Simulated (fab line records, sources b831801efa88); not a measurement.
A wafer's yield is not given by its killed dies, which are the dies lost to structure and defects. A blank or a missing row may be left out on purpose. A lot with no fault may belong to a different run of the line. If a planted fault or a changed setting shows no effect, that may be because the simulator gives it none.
The tool behind it: which one? -- flow sky130 -- 7 lots with 21 wafers sampled at 2 steps, on a route of 708 steps

## WHAT THE GAUGES READ, wafer by wafer
SKY_VIA2_THK_MEAS_01.
lot,measured,on,VIA2_HDPCVD_THK (nm)
L130,day 35 21:11,film-metro-02,1180 1165 1175
L133,day 36 18:36,film-metro-04,1172 1170 1155
L135,day 37 10:26,film-metro-03,1178 1189 1173
L137,day 38 01:32,film-metro-02,1170 1173 1177
L139,day 38 14:07,film-metro-03,1189 1203 1184
L148,day 41 12:43,film-metro-02,1191 1193 1184
L150,day 42 04:06,film-metro-02,1200 1202 1207

## EACH LOT AND THE TOOL THAT RAN IT (in order: tool; ch and the chambers of the sampled wafers; start)
lot,SKY_METAL2_METAL_ETCH_19
L130,"rie-metal-01 ch 0,1, day 35 20:20"
L133,"rie-metal-03 ch 0,1, day 36 17:46"
L135,"rie-metal-04 ch 0,1, day 37 09:38"
L137,"rie-metal-01 ch 0,1, day 38 00:44"
L139,"rie-metal-03 ch 0,1, day 38 13:19"
L148,"rie-metal-03 ch 0,1, day 41 11:55"
L150,"rie-metal-04 ch 0, day 42 03:17"
- SKY_METAL2_METAL_ETCH_19: etches the open film in Cl2/BCl3, stops on SiO2, target depth 360 nm, time 78 s.

## THE ANSWER, worked out from the rows above alone
Rule: the lots themselves supply what counts as usual. Put in order of their means at a reading, lots are off if they are a third of the lots or fewer, leave a main group of 4 or more, and stand apart from it by a gap of 3 or more times the standard deviation of the main group's means; of several such gaps the widest counts. If all means in a main group match to the digits the tables above print for the reading, that group is not used. A lot without any number at a reading at which 4 lots or more have one is off too. All remaining lots with rows at the step are treated as sound.
Nothing can be told from this: no lot is off at any reading shown.

## WHAT THE SIMULATOR HAD PUT IN
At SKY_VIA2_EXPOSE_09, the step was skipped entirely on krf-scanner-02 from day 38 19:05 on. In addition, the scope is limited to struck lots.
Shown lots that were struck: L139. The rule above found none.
